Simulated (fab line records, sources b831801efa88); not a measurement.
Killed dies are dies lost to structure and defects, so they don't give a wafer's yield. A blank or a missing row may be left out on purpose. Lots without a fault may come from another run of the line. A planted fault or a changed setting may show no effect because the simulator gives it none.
Chamber matching | flow sky130 | SKY_POLY_GATE_ETCH_17 on rie_si-01: 4 sister chambers
The step etches poly-Si in HBr/Cl2, stops on SiO2, target depth 180 nm, time 70.5 s. 8 wafers are shown with their chamber, then 8 later ones without.

WAFERS WITH THEIR CHAMBER
wafer  | chamber | drypump_motor_current_A (A) | run_length_s (s)
L334.1 | 1       | 6.2                         | 98.3
L338.4 | 1       | 6.3                         | 97.9
L340.2 | 2       | 5.6                         | 99.4
L343.4 | 2       | 5.5                         | 99.3
L348.1 | 0       | 6.0                         | 99.4
L348.3 | 3       | 6.3                         | 98.2
L348.5 | 0       | 6.0                         | 98.6
L347.1 | 3       | 6.2                         | 98.3

WAFERS WITHOUT THEIR CHAMBER
wafer  | drypump_motor_current_A (A) | run_length_s (s)
L347.2 | 6.0                         | 98.7
L347.4 | 6.2                         | 98.0
L345.1 | 6.2                         | 98.1
L345.3 | 6.0                         | 98.6
L345.4 | 6.2                         | 98.7
L352.1 | 6.2                         | 98.6
L352.3 | 6.2                         | 98.3
L352.4 | 6.0                         | 98.6

WHICH CHAMBER EACH WENT THROUGH
wafer  | from the rows above          | in truth
L347.2 | 0                            | 0
L347.4 | can't be placed: 1 or 3      | 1
L345.1 | can't be placed: 1 or 3      | 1
L345.3 | 0                            | 0
L345.4 | can't be placed: 3 or 1 or 0 | 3
L352.1 | can't be placed: 3 or 1      | 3
L352.3 | can't be placed: 3 or 1      | 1
L352.4 | 0                            | 0
Placed correctly: 3 of 8. Can't be placed from these rows: 5 (the true chamber is among the candidates in 5). Placed wrongly: 0.
How it was worked out, from the rows above alone: a wafer's distance from a chamber is the root of the sum, over the readings, of the square of ((its reading less the chamber's mean) divided by the reading's scatter). The wafer belongs to the nearest chamber; if the next one is less than 2 further off, it can't be placed. A chamber's mean is the mean of its shown wafers. The scatter: the root of (the sum of the squares of (reading less its chamber's mean) over the shown wafers, divided by (wafers less chambers)).
